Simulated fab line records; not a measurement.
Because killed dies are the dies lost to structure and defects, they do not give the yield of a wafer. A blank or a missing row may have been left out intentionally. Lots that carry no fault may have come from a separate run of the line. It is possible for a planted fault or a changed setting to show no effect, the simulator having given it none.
The tool behind it: which one? / flow sky130 / 6 lots with 18 wafers sampled at 2 steps, on a route of 708 steps

WHAT EACH GAUGE READ, for each wafer
SKY_VIA2_RS_MEAS_22: uses a four-point probe to measure.
lot=L863; measured=day 36 21:01; on=film-metro-02; VIA2_W_RS (ohm/sq)=0.268 0.266 0.271
lot=L865; measured=day 37 14:21; on=film-metro-01; VIA2_W_RS (ohm/sq)=0.273 0.272 0.275
lot=L868; measured=day 38 20:51; on=film-metro-02; VIA2_W_RS (ohm/sq)=0.271 0.272 0.270
lot=L873; measured=day 40 03:07; on=film-metro-04; VIA2_W_RS (ohm/sq)=0.274 0.262 0.274
lot=L883; measured=day 42 21:22; on=film-metro-02; VIA2_W_RS (ohm/sq)=0.270 0.270 0.274
lot=L885; measured=day 43 04:55; on=film-metro-02; VIA2_W_RS (ohm/sq)=0.273 0.278 0.272

TOOL THAT RAN EACH LOT (tool first, then ch and the chambers of the sampled wafers, then the start)
lot=L863; SKY_VIA2_CVD_21=cvd-w-01 ch 0,1, day 36 20:53
lot=L865; SKY_VIA2_CVD_21=cvd-w-02 ch 0,1, day 37 14:13
lot=L868; SKY_VIA2_CVD_21=cvd-w-02 ch 0,1, day 38 20:43
lot=L873; SKY_VIA2_CVD_21=cvd-w-02 ch 0,1, day 40 02:58
lot=L883; SKY_VIA2_CVD_21=cvd-w-02 ch 0, day 42 21:08
lot=L885; SKY_VIA2_CVD_21=cvd-w-01 ch 0,1, day 43 04:46
- SKY_VIA2_CVD_21: deposits W, target thk 420 nm, time 126.4 s.

THE ANSWER, worked out from the rows above alone
Rule: usual is defined by the lots themselves. The widest of any qualifying gaps counts: lots, ordered by their means at a reading, are off when they make up no more than a third of the lots, leave a main group of 4 or more, and stand apart from it by 3 or more times the standard deviation of that group's means. If all means in a main group match to the digits the tables above print for the reading, that group is not used. Also off: a lot with no number at a reading for which 4 or more lots have one. Any other lot the step has rows for is counted as sound.
Nothing can be told from this: no lot is off at any reading shown.

WHAT THE SIMULATOR HAD PUT IN
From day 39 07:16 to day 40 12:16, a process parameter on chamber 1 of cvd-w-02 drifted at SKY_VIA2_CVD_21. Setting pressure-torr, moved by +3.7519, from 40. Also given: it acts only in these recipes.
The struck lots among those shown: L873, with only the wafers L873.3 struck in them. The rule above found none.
